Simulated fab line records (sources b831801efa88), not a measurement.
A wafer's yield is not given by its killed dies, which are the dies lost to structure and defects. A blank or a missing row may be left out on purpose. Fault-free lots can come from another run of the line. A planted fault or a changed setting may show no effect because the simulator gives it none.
The tool behind it: which one? + flow sky130 + 11 lots, 33 wafers sampled, at 4 steps of a route of 708

## WHAT EACH GAUGE READ, for each wafer
SKY_LI_CONTACT_THK_MEAS_01.
| lot  | measured     | on           | LI_CONTACT_HDPCVD_THK (nm) |
|------|--------------|--------------|----------------------------|
| L472 | day 27 20:56 | filmMetro-04 | 938 938 918                |
| L473 | day 28 08:03 | filmMetro-01 | 935 924 922                |
| L474 | day 28 18:06 | filmMetro-02 | 931 924 918                |
| L479 | day 30 14:49 | filmMetro-02 | 921 927 917                |
| L480 | day 31 12:10 | filmMetro-02 | 919 926 931                |
| L481 | day 32 13:53 | filmMetro-01 | 951 949 944                |
| L485 | day 32 17:50 | filmMetro-01 | 941 944 947                |
| L486 | day 32 21:33 | filmMetro-02 | 934 928 938                |
| L488 | day 33 14:13 | filmMetro-01 | 933 942 950                |
| L490 | day 33 21:25 | filmMetro-04 | 923 1126 936               |
| L489 | day 33 22:56 | filmMetro-01 | 927 937 922                |

## WHICH TOOL RAN EACH LOT (tool, then ch and the chambers of the sampled wafers, then the start)
| lot  | SKY_POLY_CUT_ETCH_11              | SKY_POLY_CUT_STRIP_12               | SKY_LI_CONTACT_HDPCVD_00         |
|------|-----------------------------------|-------------------------------------|----------------------------------|
| L472 | rieDiel-03 ch 0,2, day 24 03:19   | plasmaAsher-03 ch 1, day 24 03:22   | hdpcvd-02 ch 0,1,2, day 27 20:49 |
| L473 | rieDiel-04 ch 0,3, day 24 15:01   | plasmaAsher-04 ch 0,1, day 24 15:03 | hdpcvd-02 ch 0,2, day 28 07:57   |
| L474 | rieDiel-01 ch 0,1,3, day 25 03:35 | plasmaAsher-04 ch 0,1, day 25 03:40 | hdpcvd-01 ch 0,2, day 28 17:58   |
| L479 | rieDiel-03 ch 0,1, day 27 00:23   | plasmaAsher-01 ch 0,1, day 27 00:28 | hdpcvd-01 ch 0,1,2, day 30 14:42 |
| L480 | rieDiel-01 ch 0,2, day 27 21:55   | plasmaAsher-01 ch 0,1, day 27 21:58 | hdpcvd-01 ch 1,2, day 31 12:04   |
| L481 | rieDiel-03 ch 0,2,3, day 29 01:08 | plasmaAsher-04 ch 0,1, day 29 01:10 | hdpcvd-01 ch 0,1,2, day 32 13:47 |
| L485 | rieDiel-03 ch 1,2,3, day 29 05:47 | plasmaAsher-04 ch 0,1, day 29 05:49 | hdpcvd-02 ch 0,1,2, day 32 17:44 |
| L486 | rieDiel-01 ch 2,3, day 29 09:37   | plasmaAsher-04 ch 0,1, day 29 09:41 | hdpcvd-01 ch 1,2, day 32 21:26   |
| L488 | rieDiel-04 ch 0,1,3, day 30 02:40 | plasmaAsher-04 ch 0,1, day 30 02:42 | hdpcvd-01 ch 0,1, day 33 14:07   |
| L490 | rieDiel-01 ch 0,1, day 30 09:40   | plasmaAsher-03 ch 0,1, day 30 09:43 | hdpcvd-01 ch 0,1,2, day 33 21:18 |
| L489 | rieDiel-04 ch 0,1, day 30 11:43   | plasmaAsher-03 ch 0,1, day 30 11:45 | hdpcvd-02 ch 1,2, day 33 22:49   |
- SKY_POLY_CUT_ETCH_11: etches Si3N4 in CF4/CH2F2/Ar, stops on poly-Si, time 42.5 s, target depth 60 nm.
- SKY_POLY_CUT_STRIP_12: strips in O2/N2.
- SKY_LI_CONTACT_HDPCVD_00: deposits PSG, target thk 930 nm, time 155 s.

## THE ANSWER, worked out from the rows above alone
Rule: what is usual is taken from the lots themselves. Put in order of their means at a reading, lots are off if they are a third of the lots or fewer, leave a main group of 4 or more, and stand apart from it by a gap of 3 or more times the standard deviation of the main group's means; of several such gaps the widest counts. A main group is skipped when, at the precision printed for the reading in the tables above, its means are all equal. Also off: a lot with no number at a reading for which 4 or more lots have one. The other lots that the step has rows for count as sound.
Off: L490, seen at SKY_LI_CONTACT_THK_MEAS_01 (LI_CONTACT_HDPCVD_THK). The main group: mean 933 nm, standard deviation 8.6.
If a tool, at a process step before that reading, ran all the lots that are off and no sound lot after the first of them, it fits. Those tools and the gauges at SKY_LI_CONTACT_THK_MEAS_01 are tried in the same way. Can't be told from this: 3 tools fit, rieDiel-01 at SKY_POLY_CUT_ETCH_11, hdpcvd-01 at SKY_LI_CONTACT_HDPCVD_00, filmMetro-04 at SKY_LI_CONTACT_THK_MEAS_01.

## WHAT HAD BEEN PUT IN BY THE SIMULATOR
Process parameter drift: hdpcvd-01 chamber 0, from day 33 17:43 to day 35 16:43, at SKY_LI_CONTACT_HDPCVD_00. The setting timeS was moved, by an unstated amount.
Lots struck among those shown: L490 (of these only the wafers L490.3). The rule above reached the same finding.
